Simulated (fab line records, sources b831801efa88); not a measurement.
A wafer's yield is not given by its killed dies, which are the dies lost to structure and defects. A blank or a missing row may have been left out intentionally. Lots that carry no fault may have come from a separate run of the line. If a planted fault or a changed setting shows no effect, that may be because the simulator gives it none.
Problem report, 8D (eight disciplines) form, completed by code || flow sky130 || the parts of the form that need people (team, actions taken, sign-off) are left out

== 1. PROBLEM STATEMENT ==
biasW at SKY_CAPM_METAL_ETCH_13 reads a mean of 49.68 W on 2 wafers of 2 lots; wafers without a fault read 48.53 W with a standard deviation of 0.15. That puts it +7.7 standard deviations away from the usual mean.
The step: etches TiN in Cl2/BCl3, stops on SiO2, target depth 220 nm, time 62.9 s.
Seen first at day 42 08:02 on rieMetal-03, wafer L783.4. At this step, 18 wafers from 6 lots have a number in the record. The rule behind "out" and "out of limits": a value lying over 4 standard deviations away from the usual mean. The other wafers with a number count as sound.

== 2. WHAT IT IS AND WHAT IT IS NOT ==
{"question": "which readings at this step", "is": "biasW", "is not": "drypumpMotorCurrentA, oesProductAu, throttleValvePct"}
{"question": "which lots", "is": "L783, L786", "is not": "L778, L779, L780, L784"}
{"question": "which wafers of those lots", "is": "L783.4, L786.6", "is not": "L783.2, L783.5, L786.1, L786.3"}
{"question": "read on which tools", "is": "rieMetal-03", "is not": "rieMetal-01"}
{"question": "when", "is": "from day 42 08:02", "is not": "up to then (11 sound wafers); but 5 sound wafers of L784, L786 came after"}

== 3. SUSPECTS, AND WHAT RULES EACH OUT ==
Counting: if a tool at a process step up to the reading ran every lot that is out, it stays a suspect. Sound lots after the first of them don't rule it out here, since some wafers of a struck lot are sound.
- rieMetal-03 at SKY_CAPM_METAL_ETCH_13 (etches TiN in Cl2/BCl3, stops on SiO2, target depth 220 nm, time 62.9 s): kept. Every lot that is out went through it, the first being L783 (day 42 08:02); the last sound lot it ran before that was L780 (day 41 07:34). Its own biasW readings are out on those wafers.
- The sound lot-mates ran in chamber 0 of rieMetal-03 at SKY_CAPM_METAL_ETCH_13, but the wafers that are out ran in chamber 1.
After counting, what remains is rieMetal-03 at SKY_CAPM_METAL_ETCH_13.

== 4. THE CAUSE (what the simulator had put in) ==
rieMetal-03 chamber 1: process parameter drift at SKY_CAPM_METAL_ETCH_13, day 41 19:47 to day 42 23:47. Setting biasW shifted by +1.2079 from 48.5. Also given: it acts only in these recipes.
Only this tool survived the counting.

== 5. SEQUENCE OF EFFECTS, ordered by route ==
Each row: a reading whose mean over the struck wafers that have a number lies more than 3 standard deviations from the usual. Scope: only readings with a usual standard deviation given in the record; hours: median across lots of the time from each lot's start at the first step in this table that gives one to its start at this step; sigmas: change in usual standard deviations.
{"hours": 0, "step": "SKY_CAPM_METAL_ETCH_13", "reading": "biasW", "usual": "48.53 W", "on struck wafers": 49.68, "change": "+1.15", "sigmas": "+7.7"}
It contains these process steps:
- SKY_CAPM_METAL_ETCH_13: etches TiN in Cl2/BCl3, stops on SiO2, target depth 220 nm, time 62.9 s.

== 6. WHAT WOULD HAVE CAUGHT IT SOONER ==
The fault began at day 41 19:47; the first out-of-limits reading in this record came at day 42 08:02, 12 hours later.
